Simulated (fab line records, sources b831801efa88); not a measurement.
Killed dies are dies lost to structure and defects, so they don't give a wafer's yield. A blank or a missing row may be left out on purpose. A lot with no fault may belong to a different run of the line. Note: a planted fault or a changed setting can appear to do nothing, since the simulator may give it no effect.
Which tool is to blame? || flow sky130 || 13 lots, 39 wafers sampled, at 4 steps of a route of 708

## WHAT EACH GAUGE READ, for each wafer
SKY_VIA1_THK_MEAS_23: measures by xrf.
{"lot": "L577", "measured": "day 33 20:35", "on": "film metro-04", "VIA1_W_THK (nm)": "276 273 274"}
{"lot": "L578", "measured": "day 34 02:58", "on": "film metro-02", "VIA1_W_THK (nm)": "273 273 271"}
{"lot": "L579", "measured": "day 34 14:59", "on": "film metro-02", "VIA1_W_THK (nm)": "265 280 276"}
{"lot": "L581", "measured": "day 35 06:43", "on": "film metro-01", "VIA1_W_THK (nm)": "266 274 266"}
{"lot": "L582", "measured": "day 35 21:31", "on": "film metro-01", "VIA1_W_THK (nm)": "268 265 277"}
{"lot": "L585", "measured": "day 36 13:26", "on": "film metro-04", "VIA1_W_THK (nm)": "280 280 280"}
{"lot": "L586", "measured": "day 36 13:31", "on": "film metro-01", "VIA1_W_THK (nm)": "277 267 263"}
{"lot": "L593", "measured": "day 39 21:44", "on": "film metro-02", "VIA1_W_THK (nm)": "265 275 274"}
{"lot": "L595", "measured": "day 39 23:19", "on": "film metro-01", "VIA1_W_THK (nm)": "262 272 264"}
{"lot": "L594", "measured": "day 40 02:08", "on": "film metro-02", "VIA1_W_THK (nm)": "278 265 272"}
{"lot": "L596", "measured": "day 40 02:11", "on": "film metro-01", "VIA1_W_THK (nm)": "268 267 269"}
{"lot": "L598", "measured": "day 40 08:50", "on": "film metro-02", "VIA1_W_THK (nm)": "271 277 269"}
{"lot": "L599", "measured": "day 40 13:53", "on": "film metro-02", "VIA1_W_THK (nm)": "271 271 271"}

SKY_VIA2_CD_MEAS_12: target cd 200 nm.
{"lot": "L577", "measured": "day 36 02:54", "on": "cd sem-02", "cd nm (nm)": "199.2 198.3 200.2"}
{"lot": "L578", "measured": "day 36 10:08", "on": "cd sem-02", "cd nm (nm)": "200.8 198.9 198.8"}
{"lot": "L579", "measured": "day 36 20:56", "on": "cd sem-01", "cd nm (nm)": "201.0 201.0 200.5"}
{"lot": "L581", "measured": "day 37 13:10", "on": "cd sem-01", "cd nm (nm)": "200.8 200.5 200.3"}
{"lot": "L582", "measured": "day 38 03:56", "on": "cd sem-02", "cd nm (nm)": "200.5 200.5 200.9"}
{"lot": "L585", "measured": "day 38 19:37", "on": "cd sem-02", "cd nm (nm)": "201.3 201.1 201.5"}
{"lot": "L586", "measured": "day 38 19:58", "on": "cd sem-01", "cd nm (nm)": "199.5 199.4 199.9"}
{"lot": "L593", "measured": "day 42 00:15", "on": "cd sem-01", "cd nm (nm)": "199.6 199.7 200.4"}
{"lot": "L595", "measured": "day 42 02:11", "on": "cd sem-01", "cd nm (nm)": "199.9 199.6 200.8"}
{"lot": "L594", "measured": "day 42 03:37", "on": "cd sem-01", "cd nm (nm)": "199.8 198.9 198.8"}
{"lot": "L596", "measured": "day 42 03:43", "on": "cd sem-02", "cd nm (nm)": "196.9 197.1 196.7"}
{"lot": "L598", "measured": "day 42 11:10", "on": "cd sem-02", "cd nm (nm)": "203.5 202.7 201.7"}
{"lot": "L599", "measured": "day 42 15:55", "on": "cd sem-01", "cd nm (nm)": "197.9 198.0 196.6"}

## TOOL THAT RAN EACH LOT (tool first, then ch and the chambers of the sampled wafers, then the start)
{"lot": "L577", "SKY_METAL2_STRIP_20": "plasma asher-03 ch 0,1, day 34 23:13", "SKY_VIA2_COAT_07": "litho track-02 ch 0, day 35 13:00"}
{"lot": "L578", "SKY_METAL2_STRIP_20": "plasma asher-03 ch 0,1, day 35 06:39", "SKY_VIA2_COAT_07": "litho track-04 ch 0, day 35 20:00"}
{"lot": "L579", "SKY_METAL2_STRIP_20": "plasma asher-03 ch 0,1, day 35 17:30", "SKY_VIA2_COAT_07": "litho track-02 ch 0, day 36 07:00"}
{"lot": "L581", "SKY_METAL2_STRIP_20": "plasma asher-01 ch 0,1, day 36 09:50", "SKY_VIA2_COAT_07": "litho track-04 ch 0, day 37 00:00"}
{"lot": "L582", "SKY_METAL2_STRIP_20": "plasma asher-01 ch 0,1, day 37 00:47", "SKY_VIA2_COAT_07": "litho track-01 ch 0, day 37 14:00"}
{"lot": "L585", "SKY_METAL2_STRIP_20": "plasma asher-03 ch 0,1, day 37 16:44", "SKY_VIA2_COAT_07": "litho track-04 ch 0, day 38 06:00"}
{"lot": "L586", "SKY_METAL2_STRIP_20": "plasma asher-02 ch 0,1, day 37 16:55", "SKY_VIA2_COAT_07": "litho track-02 ch 0, day 38 06:00"}
{"lot": "L593", "SKY_METAL2_STRIP_20": "plasma asher-02 ch 0,1, day 40 23:05", "SKY_VIA2_COAT_07": "litho track-02 ch 0, day 41 12:00"}
{"lot": "L595", "SKY_METAL2_STRIP_20": "plasma asher-01 ch 0,1, day 41 00:47", "SKY_VIA2_COAT_07": "litho track-01 ch 0, day 41 13:00"}
{"lot": "L594", "SKY_METAL2_STRIP_20": "plasma asher-03 ch 0,1, day 41 03:07", "SKY_VIA2_COAT_07": "litho track-02 ch 0, day 41 15:00"}
{"lot": "L596", "SKY_METAL2_STRIP_20": "plasma asher-02 ch 0,1, day 41 03:16", "SKY_VIA2_COAT_07": "litho track-01 ch 0, day 41 15:00"}
{"lot": "L598", "SKY_METAL2_STRIP_20": "plasma asher-02 ch 0,1, day 41 10:08", "SKY_VIA2_COAT_07": "litho track-01 ch 0, day 41 23:00"}
{"lot": "L599", "SKY_METAL2_STRIP_20": "plasma asher-03 ch 0,1, day 41 14:59", "SKY_VIA2_COAT_07": "litho track-01 ch 0, day 42 04:00"}
- SKY_METAL2_STRIP_20: strips in O2/N2.
- SKY_VIA2_COAT_07: resist thk 450 nm.

## WHAT THE TOOLS THEMSELVES READ (means of the sampled wafers that have a number; where no wafer has one, the mark that the record gives instead)
SKY_METAL2_STRIP_20.
{"lot": "L577", "tool": "plasma asher-03", "drypump motor current A (A)": 6.2, "oes product au (a.u.)": 0.349, "strip time to endpoint s (s)": 2.70}
{"lot": "L578", "tool": "plasma asher-03", "drypump motor current A (A)": 6.2, "oes product au (a.u.)": 0.346, "strip time to endpoint s (s)": 2.75}
{"lot": "L579", "tool": "plasma asher-03", "drypump motor current A (A)": 6.2, "oes product au (a.u.)": 0.341, "strip time to endpoint s (s)": 2.69}
{"lot": "L581", "tool": "plasma asher-01", "drypump motor current A (A)": 5.4, "oes product au (a.u.)": 0.340, "strip time to endpoint s (s)": 2.72}
{"lot": "L582", "tool": "plasma asher-01", "drypump motor current A (A)": 5.4, "oes product au (a.u.)": 0.341, "strip time to endpoint s (s)": 2.72}
{"lot": "L585", "tool": "plasma asher-03", "drypump motor current A (A)": 6.2, "oes product au (a.u.)": 0.343, "strip time to endpoint s (s)": 2.70}
{"lot": "L586", "tool": "plasma asher-02", "drypump motor current A (A)": 5.5, "oes product au (a.u.)": 0.344, "strip time to endpoint s (s)": 2.69}
{"lot": "L593", "tool": "plasma asher-02", "drypump motor current A (A)": 5.8, "oes product au (a.u.)": 0.344, "strip time to endpoint s (s)": 2.71}
{"lot": "L595", "tool": "plasma asher-01", "drypump motor current A (A)": 5.4, "oes product au (a.u.)": 0.339, "strip time to endpoint s (s)": 2.64}
{"lot": "L594", "tool": "plasma asher-03", "drypump motor current A (A)": 6.2, "oes product au (a.u.)": 0.350, "strip time to endpoint s (s)": 2.72}
{"lot": "L596", "tool": "plasma asher-02", "drypump motor current A (A)": 5.5, "oes product au (a.u.)": 0.342, "strip time to endpoint s (s)": 2.69}
{"lot": "L598", "tool": "plasma asher-02", "drypump motor current A (A)": 5.8, "oes product au (a.u.)": 0.345, "strip time to endpoint s (s)": 2.71}
{"lot": "L599", "tool": "plasma asher-03", "drypump motor current A (A)": 6.2, "oes product au (a.u.)": 0.339, "strip time to endpoint s (s)": 2.68}

SKY_VIA2_COAT_07.
{"lot": "L577", "tool": "litho track-02", "resist line temp C (C)": 22.94, "spin speed rpm (rpm)": 2998.1}
{"lot": "L578", "tool": "litho track-04", "resist line temp C (C)": 22.89, "spin speed rpm (rpm)": 2999.1}
{"lot": "L579", "tool": "litho track-02", "resist line temp C (C)": 23.05, "spin speed rpm (rpm)": 3000.5}
{"lot": "L581", "tool": "litho track-04", "resist line temp C (C)": 23.06, "spin speed rpm (rpm)": 2999.7}
{"lot": "L582", "tool": "litho track-01", "resist line temp C (C)": 23.16, "spin speed rpm (rpm)": 3001.2}
{"lot": "L585", "tool": "litho track-04", "resist line temp C (C)": 22.95, "spin speed rpm (rpm)": 3000.6}
{"lot": "L586", "tool": "litho track-02", "resist line temp C (C)": 23.01, "spin speed rpm (rpm)": 2999.3}
{"lot": "L593", "tool": "litho track-02", "resist line temp C (C)": 22.97, "spin speed rpm (rpm)": 3068.3}
{"lot": "L595", "tool": "litho track-01", "resist line temp C (C)": 22.92, "spin speed rpm (rpm)": 2999.6}
{"lot": "L594", "tool": "litho track-02", "resist line temp C (C)": 23.01, "spin speed rpm (rpm)": 3069.8}
{"lot": "L596", "tool": "litho track-01", "resist line temp C (C)": 23.05, "spin speed rpm (rpm)": 3000.2}
{"lot": "L598", "tool": "litho track-01", "resist line temp C (C)": 23.01, "spin speed rpm (rpm)": 3000.4}
{"lot": "L599", "tool": "litho track-01", "resist line temp C (C)": 22.99, "spin speed rpm (rpm)": 2997.6}

## THE ANSWER, worked out from the rows above alone
Rule: usual is defined by the lots themselves. The widest of any qualifying gaps counts: lots, ordered by their means at a reading, are off when they make up no more than a third of the lots, leave a main group of 4 or more, and stand apart from it by 3 or more times the standard deviation of that group's means. Not used: any main group whose means are identical at the precision the tables above print for the reading. Also off: a lot with no number at a reading for which 4 or more lots have one. All remaining lots with rows at the step are treated as sound. Order of review: gauges by route order, followed by the tools' own readings, for which a lot's mean as printed above is used. At the first step where some lot is off, the reading lying furthest off is the one used; lots without a number count as furthest.
Off: L593, L594 (SKY_VIA2_COAT_07, spin speed rpm). Mean 2999.7 rpm and standard deviation 1 in the main group.
A tool fits if, at that step or a process step before it, it ran every lot that is off, and no sound lot after the first of them. One fits: litho track-02 at SKY_VIA2_COAT_07. A fault onset in the window from L586 (day 38 06:00, its last sound lot) to L593 (day 41 12:00, its first lot off) fits.
The tool's own readings at SKY_VIA2_COAT_07 bear it out: on the lots that are off they differ by more than 5 times the standard deviation of the sound lots' means. spin speed rpm reads 3069.1 rpm there against 2999.7 rpm on the sound lots.

## WHAT THE SIMULATOR PUT IN
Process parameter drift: litho track-02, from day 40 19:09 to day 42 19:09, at SKY_VIA2_COAT_07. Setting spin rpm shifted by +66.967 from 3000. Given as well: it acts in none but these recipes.
Struck lots among those shown: L593, L594. The rule given above showed the same thing.
